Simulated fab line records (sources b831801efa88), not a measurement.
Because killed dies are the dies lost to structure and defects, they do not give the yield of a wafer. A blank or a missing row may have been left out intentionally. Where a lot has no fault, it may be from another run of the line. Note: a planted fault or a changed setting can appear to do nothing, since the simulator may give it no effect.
Tool commonality check / flow gf180mcu / Sampled: 12 lots, 36 wafers

## WHY IT WAS OPENED
GF_V4_THK_MEAS_03, reading V4_CVD_02_THK: flagged on 2 of 12 lots. No-fault wafers: 850 nm, standard deviation 13.
Rule: flag the lot when none of its wafers has a number, or when each of its wafers that has one lies beyond 4 standard deviations from that mean. All remaining lots are regarded as sound.

lot=L580; measured=day 23 03:44; on=filmMetro-01; V4_CVD_02_THK (nm), wafer by wafer=852 865 872; flag=
lot=L582; measured=day 24 07:01; on=filmMetro-02; V4_CVD_02_THK (nm), wafer by wafer=857 859 881; flag=
lot=L583; measured=day 24 18:34; on=filmMetro-03; V4_CVD_02_THK (nm), wafer by wafer=840 847 863; flag=
lot=L587; measured=day 26 06:20; on=filmMetro-03; V4_CVD_02_THK (nm), wafer by wafer=667 668 684; flag=FLAGGED
lot=L588; measured=day 26 08:31; on=filmMetro-01; V4_CVD_02_THK (nm), wafer by wafer=651 659 664; flag=FLAGGED
lot=L594; measured=day 27 23:43; on=filmMetro-01; V4_CVD_02_THK (nm), wafer by wafer=841 828 858; flag=
lot=L596; measured=day 28 20:28; on=filmMetro-01; V4_CVD_02_THK (nm), wafer by wafer=841 880 860; flag=
lot=L598; measured=day 29 09:17; on=filmMetro-03; V4_CVD_02_THK (nm), wafer by wafer=849 838 850; flag=
lot=L599; measured=day 29 13:00; on=filmMetro-03; V4_CVD_02_THK (nm), wafer by wafer=834 827 846; flag=
lot=L600; measured=day 29 21:45; on=filmMetro-03; V4_CVD_02_THK (nm), wafer by wafer=846 857 865; flag=
lot=L601; measured=day 30 03:24; on=filmMetro-02; V4_CVD_02_THK (nm), wafer by wafer=842 840 847; flag=
lot=L603; measured=day 30 10:50; on=filmMetro-02; V4_CVD_02_THK (nm), wafer by wafer=851 859 861; flag=
On average the flagged lots' numbers are 666 nm, which is -184 nm against the usual, or -14 standard deviations.

## LOT BY LOT: THE TOOL USED
The record holds 2 process steps before the reading, out of a route of 602 steps. Every cell lists first the tool, next ch and the chambers used by the sampled wafers, and last the start.
lot=L580; flag=; GF_M4_STRIP_17=plasmaAsher-03 ch 0, day 23 02:59; GF_V4_CVD_02=pecvd-04 ch 0,1, day 23 03:40
lot=L582; flag=; GF_M4_STRIP_17=plasmaAsher-03 ch 0,1, day 24 05:56; GF_V4_CVD_02=pecvd-04 ch 0,1, day 24 06:55
lot=L583; flag=; GF_M4_STRIP_17=plasmaAsher-03 ch 0,1, day 24 17:29; GF_V4_CVD_02=pecvd-01 ch 0,1, day 24 18:30
lot=L587; flag=FLAGGED; GF_M4_STRIP_17=plasmaAsher-03 ch 0,1, day 26 05:32; GF_V4_CVD_02=pecvd-04 ch 1,2, day 26 06:16
lot=L588; flag=FLAGGED; GF_M4_STRIP_17=plasmaAsher-02 ch 0,1, day 26 07:44; GF_V4_CVD_02=pecvd-04 ch 0,2, day 26 08:26
lot=L594; flag=; GF_M4_STRIP_17=plasmaAsher-01 ch 0, day 27 22:57; GF_V4_CVD_02=pecvd-02 ch 0,1,2, day 27 23:38
lot=L596; flag=; GF_M4_STRIP_17=plasmaAsher-01 ch 0,1, day 28 19:26; GF_V4_CVD_02=pecvd-01 ch 0,2, day 28 20:23
lot=L598; flag=; GF_M4_STRIP_17=plasmaAsher-01 ch 0,1, day 29 08:29; GF_V4_CVD_02=pecvd-02 ch 1,2, day 29 09:13
lot=L599; flag=; GF_M4_STRIP_17=plasmaAsher-02 ch 0,1, day 29 12:15; GF_V4_CVD_02=pecvd-01 ch 0,1, day 29 12:56
lot=L600; flag=; GF_M4_STRIP_17=plasmaAsher-02 ch 0,1, day 29 21:00; GF_V4_CVD_02=pecvd-01 ch 0,1, day 29 21:41
lot=L601; flag=; GF_M4_STRIP_17=plasmaAsher-03 ch 1, day 30 02:39; GF_V4_CVD_02=pecvd-02 ch 0,1, day 30 03:20
lot=L603; flag=; GF_M4_STRIP_17=plasmaAsher-01 ch 0,1, day 30 10:03; GF_V4_CVD_02=pecvd-04 ch 1,2, day 30 10:44
What these steps do:
- GF_M4_STRIP_17: strips in O2/N2.
- GF_V4_CVD_02: deposits SiO2 from TEOS, target thk 850 nm, time 94.851 s.
- GF_V4_THK_MEAS_03

## FLAGGED OVER TOTAL, TOOL BY TOOL (the gauges that took the reading come last)
step=GF_M4_STRIP_17; tool=plasmaAsher-01; lots run=4; flagged=0; share of the flagged lots=none; sound lots run after its first flagged lot=-
step=GF_M4_STRIP_17; tool=plasmaAsher-02; lots run=3; flagged=1; share of the flagged lots=some; sound lots run after its first flagged lot=2 (L599,L600)
step=GF_M4_STRIP_17; tool=plasmaAsher-03; lots run=5; flagged=1; share of the flagged lots=some; sound lots run after its first flagged lot=1 (L601)
step=GF_V4_CVD_02; tool=pecvd-01; lots run=4; flagged=0; share of the flagged lots=none; sound lots run after its first flagged lot=-
step=GF_V4_CVD_02; tool=pecvd-02; lots run=3; flagged=0; share of the flagged lots=none; sound lots run after its first flagged lot=-
step=GF_V4_CVD_02; tool=pecvd-04; lots run=5; flagged=2; share of the flagged lots=all; sound lots run after its first flagged lot=1 (L603)
step=GF_V4_THK_MEAS_03; tool=filmMetro-01; lots run=4; flagged=1; share of the flagged lots=some; sound lots run after its first flagged lot=2 (L594,L596)
step=GF_V4_THK_MEAS_03; tool=filmMetro-02; lots run=3; flagged=0; share of the flagged lots=none; sound lots run after its first flagged lot=-
step=GF_V4_THK_MEAS_03; tool=filmMetro-03; lots run=5; flagged=1; share of the flagged lots=some; sound lots run after its first flagged lot=3 (L598,L599,L600)

## WHAT THE TABLE ALLOWS
1 row of the table ran every flagged lot: pecvd-04 at GF_V4_CVD_02.
- pecvd-04 at GF_V4_CVD_02 ran 5 lots, 2 of them flagged. Lots that were sound ran on it after the first flagged one (L603); a persistent fault on the entire tool would not allow that.
Not one row of the table ran every flagged lot while running no sound lot after the first.

## WHAT THE SIMULATOR PUT IN
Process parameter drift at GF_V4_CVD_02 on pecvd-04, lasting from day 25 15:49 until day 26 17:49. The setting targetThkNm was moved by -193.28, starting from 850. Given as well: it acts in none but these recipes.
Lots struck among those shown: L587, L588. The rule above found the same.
